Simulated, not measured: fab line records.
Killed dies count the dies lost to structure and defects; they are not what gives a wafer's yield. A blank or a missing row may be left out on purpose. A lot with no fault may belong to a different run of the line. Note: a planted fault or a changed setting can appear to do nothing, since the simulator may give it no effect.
Problem report in the 8D (eight disciplines) form, filled by code ; flow sky130 ; the parts of the form that need people (team, actions taken, sign-off) are left out

== 1. WHAT IS WRONG ==
Mean VIA1_W_RS at SKY_VIA1_RS_MEAS_22: 0.507 ohm/sq over 6 wafers in 2 lots; fault-free wafers: 0.428 ohm/sq, standard deviation 0.0039. Relative to the usual mean, that is a shift of +20 standard deviations.
The step: measures by four-point-probe.
Seen first at day 36 07:31 on film_metro-02, wafer L330.1. The record holds 33 wafers of 11 lots with a number at this step. By rule, "out" or "out of limits" means more than 4 standard deviations away from the usual mean. Any other wafer with a number is counted as sound.

== 2. WHAT IT IS AND WHAT IT IS NOT ==
question;is;is not
which readings at this step;VIA1_W_RS;-
which lots;L330, L331;L324, L326, L328, L332, L341, L342, L343, L345, L346
which wafers of those lots;all that have a number;-
read on which gauges;film_metro-02, film_metro-03;film_metro-01
when;from day 36 07:31;"up to then (9 sound wafers); but 18 sound wafers of L332, L341, L342, L343, L345, L346 came after"

== 3. WHAT RULES OUT EACH SUSPECT ==
Counting: a tool stays on the suspect list if, at a process step up to the reading, it processed all lots that are out and no sound lot following the first of them.
- ruled out: the gauge at SKY_VIA1_RS_MEAS_22. 2 gauges (film_metro-02, film_metro-03) read the wafers that are out.
- cmp-01 at SKY_VIA1_CMP_02 (polishes SiO2): ruled out as a lasting fault. After its first lot that is out, L330 (day 35 03:54), sound lots L341, L343 ran on it.
- cvd_w-02 at SKY_VIA1_CVD_21 (deposits W, target thk 270 nm, time 80.902 s): ruled out as a lasting fault. After its first lot that is out, L330 (day 36 07:25), sound lots L346 ran on it.
Left after counting: nothing in the record.

== 4. THE CAUSE (what the simulator had put in) ==
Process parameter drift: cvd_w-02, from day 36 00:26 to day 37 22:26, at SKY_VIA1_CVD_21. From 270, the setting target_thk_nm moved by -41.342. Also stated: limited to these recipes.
The count ruled it out by mistake, since the rule takes a fault to strike every lot its tool runs from the start of the fault on, and this one did not do so.

== 5. SEQUENCE OF EFFECTS, ordered by route ==
Each row: a reading where the mean over the struck wafers with a number is more than 3 standard deviations away from the usual. Readings are gone through only where the record gives a usual standard deviation; hours: the median, over the lots, of the time from a lot's start at the first step in this table giving one to that lot's start at this step; sigmas: the change measured in usual standard deviations.
hours;step;reading;usual;on struck wafers;change;sigmas
0;SKY_VIA1_RS_MEAS_22;VIA1_W_RS;0.428 ohm/sq;0.507;+0.079;+20
0;SKY_VIA1_THK_MEAS_23;VIA1_W_THK;261 nm;220;-41;-12
0;SKY_VIA1_CMP_24;time_to_endpoint_s;66.1 s;55.5;-10.6;-4.8
The process steps in it:
- SKY_VIA1_CMP_24: polishes, stops on SiO2, t overpolish 15 s, target thk 0 nm.

== 6. HOW IT WOULD HAVE BEEN CAUGHT EARLIER ==
Counted from the fault's start at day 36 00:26, it took 7 hours until the first out-of-limits reading at a measuring or inspecting step in this record, taken at day 36 07:31.
No tool reading at SKY_VIA1_CVD_21 that has a usual standard deviation in the record was out on any struck wafer, so an alarm limit of 4 standard deviations on those readings would not have fired.
